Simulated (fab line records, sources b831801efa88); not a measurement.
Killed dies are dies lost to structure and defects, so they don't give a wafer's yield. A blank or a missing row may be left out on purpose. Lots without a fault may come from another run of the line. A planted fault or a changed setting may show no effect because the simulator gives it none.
fab line records | flow sfq_line
record lots=5 wafers=15 last_day=92
route steps=325 shown M0@42 I0@43
lots that met no fault: from a run of the same line without faults
start_h: hours from the record's first day to the start of the lot's first wafer shown | wait_h: hours since the lot's step before | " the same as in the row above | L1.1+2: a row that stands for several wafers | - no value, or no start given | * or withheld: withheld | < > ~ a bound
route shown NAME@n: a module of which the file shows steps, and the number in the route of the first | usual: mean/standard deviation of fault-free wafers | same: alike in all rows | chamber/n: place in a boat | sites: the reading at each site | _std_site: their standard deviation | _edge_site: outer sites' mean less inner sites' | radius_mm: how far each site lies from the wafer's centre | mask NAME#n: copy n | behind: the tool/chamber that last shaped the wafer | hold: why the lot was held/for how many hours/how that ended | device: the transistor (n, p or np) that didn't switch | end of line: the same wafers' tests at the end of the route | a step without rows: its recipe alone | killed: dies lost to structure and defects at the first sort, not the wafer's yield | map: a wafer's dies, x killed, . not, _ none there
set.NAME: the setting as run; set.NAME@STEP: as run at that earlier step | model.NAME: the simulator's own value behind a step, which no gauge read
lots at some steps of the route; a table a step, a row a wafer
services: from which hour (start_h, from the record's first day; less than 0 if before it) a tool's chamber was out of use, for how many hours, and why
## steps
# step SFQ_TRILAYER_M0_STRIP_SOLV_CLEAN_026
# recipe chemistry=NMP temp_c=70 time_s=600
# step SFQ_TRILAYER_I0_DEP_PECVD_027
# recipe material=SiO2 temp_c=150 time_s=111.11 pressure_torr=2.4 rf_w=183.3 precursor=SiH4/N2O target_thk_nm=500
# usual heater_power_w=88/22 throttle_valve_pct=24.6/1.7
# columns lot.wafer tool chamber start_h wait_h heater_power_w throttle_valve_pct
L345.4 pecvd-03 1 266.80 0.0 100 24.2
L345.5 " 2 " " 107 27.2
L345.6 " 0 " " 69 22.9
L348.1 pecvd-03 2 300.48 0.0 106 27.5
L348.5 " 0 " " 69 23.1
L348.6 " 2 " " 110 27.6
L354.2 pecvd-01 0 372.61 0.0 47 24.2
L354.3 " 1 " " 130 24.5
L354.5 " 0 " " 49 24.5
L365.3 pecvd-03 1 471.79 0.0 104 24.9
L365.4 " 0 " " 66 23.1
L365.5 " 1 " " 107 24.7
L366.2 pecvd-01 0 488.59 0.0 55 24.6
L366.4 " 0 " " 57 24.8
L366.6 " 2 " " 76 25.2
# step SFQ_TRILAYER_I0_CMP_CMP_028
# recipe material=SiO2 down_force_psi=3 platen_rpm=60 pad_velocity_m_s=0.94248
# usual motor_current_A=10.6/0.79 time_to_endpoint_s=214/6.6
# columns lot.wafer tool chamber start_h wait_h motor_current_A time_to_endpoint_s
L345.4 cmp-01 0 273.05 6.2 11.5 209
L345.6 " 3 274.55 7.7 10.7 209
L345.5 " 0 " " 10.9 216
L348.1 cmp-01 2 305.91 5.4 10.8 205
L348.5 " 3 " " 10.0 212
L348.6 " 0 " " 11.2 220
L354.2 cmp-01 0 372.69 0.0 11.1 215
L354.3 " 2 373.69 1.0 10.9 207
L354.5 " 1 375.19 2.5 8.5 220
L365.4 cmp-01 3 475.77 3.9 10.1 218
L365.3 " 1 476.77 4.9 9.0 201
L365.5 " 3 477.77 5.9 10.3 209
L366.2 cmp-01 0 489.25 0.6 11.4 218
L366.4 " 2 490.25 1.6 10.5 224
L366.6 " 3 " " 9.8 220
# step SFQ_I0_BOW_MEAS_907
# recipe mode=bow
# usual I0_BOW=-1/7
# columns lot.wafer tool chamber start_h wait_h I0_BOW[um]
L345.4 film_metro-04 - 275.61 2.1 -6
L345.5 " - " " -10
L345.6 " - " " -10
L348.1 film_metro-03 - 307.41 1.0 -7
L348.5 " - " " 0
L348.6 " - " " -3
L354.2 film_metro-04 - 375.71 2.5 4
L354.3 " - " " -10
L354.5 " - " " -7
L365.3 film_metro-01 - 478.81 1.5 1
L365.4 " - " " -2
L365.5 " - " " 3
L366.2 film_metro-03 - 491.77 2.0 -1
L366.4 " - " " 2
L366.6 " - " " -5
# step SFQ_TRILAYER_I0_METRO_MEASURE_029
# usual thk_nm=199.7/0.93
# columns lot.wafer tool chamber start_h wait_h thk_nm
L345.4 film_metro-04 - 276.27 0.6 199.8
L345.5 " - " " 200.2
L345.6 " - " " 200.0
L348.1 film_metro-03 - 307.53 0.1 199.1
L348.5 " - " " 200.3
L348.6 " - " " 200.0
L354.2 film_metro-04 - 376.01 0.3 200.2
L354.3 " - " " 198.3
L354.5 " - " " 199.1
L365.3 film_metro-01 - 479.29 0.5 199.9
L365.4 " - " " 198.7
L365.5 " - " " 198.8
L366.2 film_metro-03 - 492.07 0.3 200.6
L366.4 " - " " 199.8
L366.6 " - " " 199.7
# step SFQ_TRILAYER_I0_VIA_LITHO_COAT_036
# recipe resist=BARC spin_rpm=3000 resist_thk_nm=62
# step SFQ_TRILAYER_I0_VIA_LITHO_COAT_031
# recipe resist=KrF spin_rpm=3000 resist_thk_nm=650
# step SFQ_TRILAYER_I0_VIA_LITHO_SOFTBAKE_035
# recipe temp_c=withheld time_s=withheld resist=KrF
# step SFQ_TRILAYER_I0_VIA_LITHO_EXPOSE_032
# recipe mask_id=I0 na=0.6 source_shape=conventional sigma_outer=0.65 target_cd_nm=500 dose_mj=21.3
# step SFQ_TRILAYER_I0_VIA_LITHO_PEB_034
# recipe peb_temp_c=115 peb_time_s=60 resist=KrF
# step SFQ_TRILAYER_I0_VIA_LITHO_DEVELOP_033
# recipe time_s=60 resist=KrF
# step SFQ_I0_OVL_MEAS_908
# usual I0_OVL=2/4.4
# columns lot.wafer tool chamber start_h wait_h I0_OVL[nm]
L345.4 overlay-02 - 407.75 0.1 -1
L345.5 " - " " 3
L345.6 " - " " -2
L348.1 overlay-02 - 425.86 0.1 7
L348.5 " - " " 6
L348.6 " - " " 6
L354.2 overlay-01 - 536.29 0.1 4
L354.3 " - " " 2
L354.5 " - " " 6
L365.3 overlay-02 - 640.84 0.1 4
L365.4 " - " " 1
L365.5 " - " " 4
L366.2 overlay-01 - 655.24 0.1 3
L366.4 " - " " 2
L366.6 " - " " 3
# step SFQ_TRILAYER_I0_VIA_BARC_OPEN_VIA_ETCH_046
# recipe mask_material=PR chemistry=O2 target_depth_nm=125 target=BARC source_w=500 bias_w=80 pressure_mtorr=30 time_s=41.7
# usual drypump_motor_current_A=6.0/0.41 oes_product_au=0.684/0.0047
# columns lot.wafer tool chamber start_h wait_h drypump_motor_current_A oes_product_au rf_hours_counter_h model.KrF_of_TRILAYER_I0_VIA_LITHO_COAT_031.thk_nm
L345.4 rie_diel-03 0 407.77 0.0 6.1 0.688 2 572.3
L345.5 " 0 " " 6.2 0.688 - 573.9
L345.6 " 3 " " 5.5 0.692 - 572.9
L348.1 rie_diel-01 3 425.90 0.0 6.4 0.688 1 573.6
L348.5 " 0 " " 5.6 0.677 - 573.9
L348.6 " 3 " " 6.4 0.686 - 572.8
L354.2 rie_diel-01 1 536.32 0.0 6.7 0.687 1 572.6
L354.3 " 2 " " 5.9 0.683 3 571.2
L354.5 " 3 " " 6.4 0.687 - 574
L365.3 rie_diel-01 3 640.87 0.0 6.3 0.680 3 570.9
L365.4 " 2 " " 5.9 0.682 5 571.2
L365.5 " 3 " " 6.4 0.694 - 571.6
L366.2 rie_diel-01 3 655.27 0.0 6.4 0.687 3 573.9
L366.4 " 2 " " 5.9 0.686 - 570.4
L366.6 " 3 " " 6.4 0.678 - 570.9
# step SFQ_TRILAYER_I0_VIA_ETCH_VIA_ETCH_034
# recipe target=SiO2 stop_on=Nb mask_material=PR taper_deg=20 chemistry=CHF3 target_depth_nm=260 source_w=500 bias_w=80 pressure_mtorr=30 time_s=withheld
# usual drypump_motor_current_A=6.0/0.41 oes_product_au=0.853/0.0054
# columns lot.wafer tool chamber start_h wait_h drypump_motor_current_A oes_product_au
L345.4 rie_diel-03 0 407.81 0.0 6.2 0.856
L345.5 " 0 " " 6.2 0.859
L345.6 " 3 " " 5.5 0.857
L348.1 rie_diel-01 3 425.94 0.0 6.3 0.842
L348.5 " 0 " " 5.6 0.865
L348.6 " 3 " " 6.3 0.861
L354.2 rie_diel-01 1 536.36 0.0 6.7 0.864
L354.3 " 2 " " 5.9 0.847
L354.5 " 3 " " 6.4 0.847
L365.3 rie_diel-01 3 640.91 0.0 6.4 0.838
L365.4 " 2 " " 5.9 0.855
L365.5 " 3 " " 6.4 0.857
L366.2 rie_diel-01 3 655.31 0.0 6.4 0.861
L366.4 " 2 " " 5.9 0.859
L366.6 " 3 " " 6.4 0.863
## services
# columns tool chamber start_h hours kind
film_metro-03 - 267.46 1.5 pm
pecvd-03 1 267.60 165.4 repair
cmp-01 - 295.98 2.4 repair
rie_diel-01 - 306.20 1.2 repair
cmp-01 - 307.80 0.5 repair
rie_diel-01 3 328.99 6.2 repair
cmp-01 - 349.26 14.0 pm
rie_diel-01 - 375.64 14.6 pm
cmp-01 - 396.95 2.0 repair
rie_diel-01 - 427.09 0.5 repair
cmp-01 - 433.37 2.0 repair
cmp-01 - 458.43 5.3 pm
rie_diel-01 0 476.39 9.7 repair
rie_diel-01 3 495.96 12.3 repair
cmp-01 - 497.78 1.0 repair
cmp-01 - 520.39 1.6 repair
cmp-01 - 548.09 1.5 repair
cmp-01 - 576.06 5.9 repair
cmp-01 - 582.01 4.0 pm
cmp-01 - 592.50 4.2 repair
rie_diel-01 - 608.22 4.3 pm
rie_diel-01 0 614.73 21.5 repair
rie_diel-01 1 645.92 9.9 repair
pecvd-03 - 651.08 1.2 repair
## key
first_sign none at tools or gauges
model_effect step=SFQ_TRILAYER_I0_VIA_BARC_OPEN_VIA_ETCH_046 value=KrF_of_TRILAYER_I0_VIA_LITHO_COAT_031.thk_nm without=570.9 struck=574
met_at SFQ_TRILAYER_I0_VIA_BARC_OPEN_VIA_ETCH_046
struck_wafers L354.5
onset_between 425.90 536.32
fault kind=process_parameter_drift tool=rie_diel-01 chamber=3 onset_h=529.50 steps=SFQ_TRILAYER_I0_VIA_BARC_OPEN_VIA_ETCH_046 channel=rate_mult offset=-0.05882 shape=step end_h=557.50
